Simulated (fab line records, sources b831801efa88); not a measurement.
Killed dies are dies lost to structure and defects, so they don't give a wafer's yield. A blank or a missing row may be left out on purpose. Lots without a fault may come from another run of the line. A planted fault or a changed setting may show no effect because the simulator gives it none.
One fault seen from 2 desks | flow gf180mcu | each desk has only its own numbers; what lay behind them comes last

THE METROLOGY DESK
What the gauges read, lot by lot, whatever tool the lot ran on: means of the sampled wafers that have a number. A lot is out of limits, marked OUT, if its mean lies more than 4 standard deviations from the usual mean; the brackets give that distance.
Columns: A = V5_OVL at GF_V5_OVL_MEAS_15, usual -3 nm
lot  | first seen here | A
L824 | day 27 04:41    | -3
L825 | day 27 19:51    | -5
L826 | day 27 22:56    | -8
L828 | day 28 12:29    | -3
L829 | day 28 21:17    | -4
L834 | day 30 10:35    | -5
L835 | day 30 15:44    | -5
L839 | day 31 12:08    | -6
L840 | day 31 16:41    | -2
L842 | day 32 09:26    | -8
L843 | day 32 10:24    | -2
L844 | day 32 18:44    | -5
L845 | day 32 23:44    | -5
This desk's finding: nothing out of limits on any of the 13 lots.

THE TOOL OWNER'S DESK: plasma_asher-01
The tool's own readings at GF_M1_STRIP_17 (strips in O2/N2): means of the sampled wafers that have a number, for each lot that ran on this tool. A lot is out of limits, marked OUT, if its mean lies more than 4 standard deviations from the usual mean; the brackets give that distance.
Columns: A = chamber_pressure_mTorr at GF_M1_STRIP_17, usual 1500.0 mTorr; B = drypump_motor_current_A at GF_M1_STRIP_17, usual 5.7 A; C = heater_power_w at GF_M1_STRIP_17, usual 325 W; D = oes_product_au at GF_M1_STRIP_17, usual 0.557 a.u.; E = strip_time_to_endpoint_s at GF_M1_STRIP_17, usual 7.85 s
lot  | first seen here | A      | B   | C   | D     | E
L834 | day 21 02:26    | 1500.0 | 6.0 | 304 | 0.558 | 7.89
L835 | day 21 09:47    | 1500.1 | 5.9 | 321 | 0.559 | 7.87
L839 | day 22 11:08    | 1501.3 | 6.0 | 316 | 0.558 | 7.85
L840 | day 22 16:11    | 1500.6 | 6.0 | 308 | 0.555 | 7.73
This desk's finding: nothing out of limits on any of the 4 lots.

PUT TOGETHER
The metrology desk saw nothing out of limits.
The tool owner's desk saw nothing out of limits.

WHAT THE SIMULATOR HAD PUT IN
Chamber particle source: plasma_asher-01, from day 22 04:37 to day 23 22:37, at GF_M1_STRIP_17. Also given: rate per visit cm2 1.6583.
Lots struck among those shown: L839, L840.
